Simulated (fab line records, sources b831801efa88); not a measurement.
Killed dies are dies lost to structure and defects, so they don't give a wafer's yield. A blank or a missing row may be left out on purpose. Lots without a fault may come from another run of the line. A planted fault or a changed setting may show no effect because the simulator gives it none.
One fault seen from 2 desks | flow gf180mcu | each desk has only its own numbers; what lay behind them comes last

THE METROLOGY DESK
What the gauges read, lot by lot, whatever tool the lot ran on: means of the sampled wafers that have a number. A lot is out of limits, marked OUT, if its mean lies more than 4 standard deviations from the usual mean; the brackets give that distance.
Columns: A = POLY_GATE_CVD_00_THK at GF_POLY_GATE_THK_MEAS_01, usual 200.2 nm; B = cd_nm at GF_POLY_GATE_CD_MEAS_10, usual 280.1 nm; C = POLY_GATE_OVL at GF_POLY_GATE_OVL_MEAS_11, usual -3 nm
lot  | first seen here | A     | B     | C
L505 | day 10 18:13    | 200.8 | 279.4 | 0
L510 | day 12 00:24    | 199.7 | 280.7 | -14
L517 | day 14 07:24    | 200.3 | 279.5 | 3
L518 | day 14 07:24    | 200.9 | 278.5 | -4
L519 | day 14 15:49    | 201.5 | 279.6 | -3
L521 | day 15 03:24    | 195.9 | 280.3 | -3
This desk's finding: nothing out of limits on any of the 6 lots.

THE TOOL OWNER'S DESK: rie_si-02
The tool's own readings at GF_POLY_GATE_ETCH_13 (etches poly-Si in HBr/Cl2, stops on SiO2, target depth 198.5 nm, time 69.6 s): means of the sampled wafers that have a number, for each lot that ran on this tool. A lot is out of limits, marked OUT, if its mean lies more than 4 standard deviations from the usual mean; the brackets give that distance.
Columns: A = drypump_motor_current_A at GF_POLY_GATE_ETCH_13, usual 5.7 A; B = oes_product_au at GF_POLY_GATE_ETCH_13, usual 0.990 a.u.; C = rf_fwd_power_W at GF_POLY_GATE_ETCH_13, usual 397.0 W; D = throttle_valve_pct at GF_POLY_GATE_ETCH_13, usual 33.684 %
lot  | first seen here | A   | B                | C               | D
L510 | day 12 20:00    | 5.7 | 0.989            | 396.0           | 33.683
L518 | day 15 04:39    | 6.3 | 0.940 (-6.3) OUT | 332.3 (-40) OUT | 33.694
L519 | day 15 12:42    | 5.2 | 0.925 (-8.1) OUT | 332.1 (-41) OUT | 33.689
This desk's finding: out of limits on L518, L519; first on L518, day 15 04:39 (oes_product_au at GF_POLY_GATE_ETCH_13). In limits: L510.

PUT TOGETHER
The tool owner's desk could have raised an alarm at day 15 04:39, on L518, L519.
The metrology desk saw nothing out of limits.
The metrology desk has L518, L519 on record, within its limits.
Of the lots named, all ran GF_POLY_GATE_ETCH_13 on rie_si-02.

WHAT THE SIMULATOR HAD PUT IN
Process parameter drift: rie_si-02, from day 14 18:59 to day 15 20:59, at GF_POLY_GATE_ETCH_13. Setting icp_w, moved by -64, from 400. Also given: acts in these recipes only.
Lots struck among those shown: L518, L519.
Hours from the fault's start to each desk's first reading out of limits: the tool owner's desk, 10.
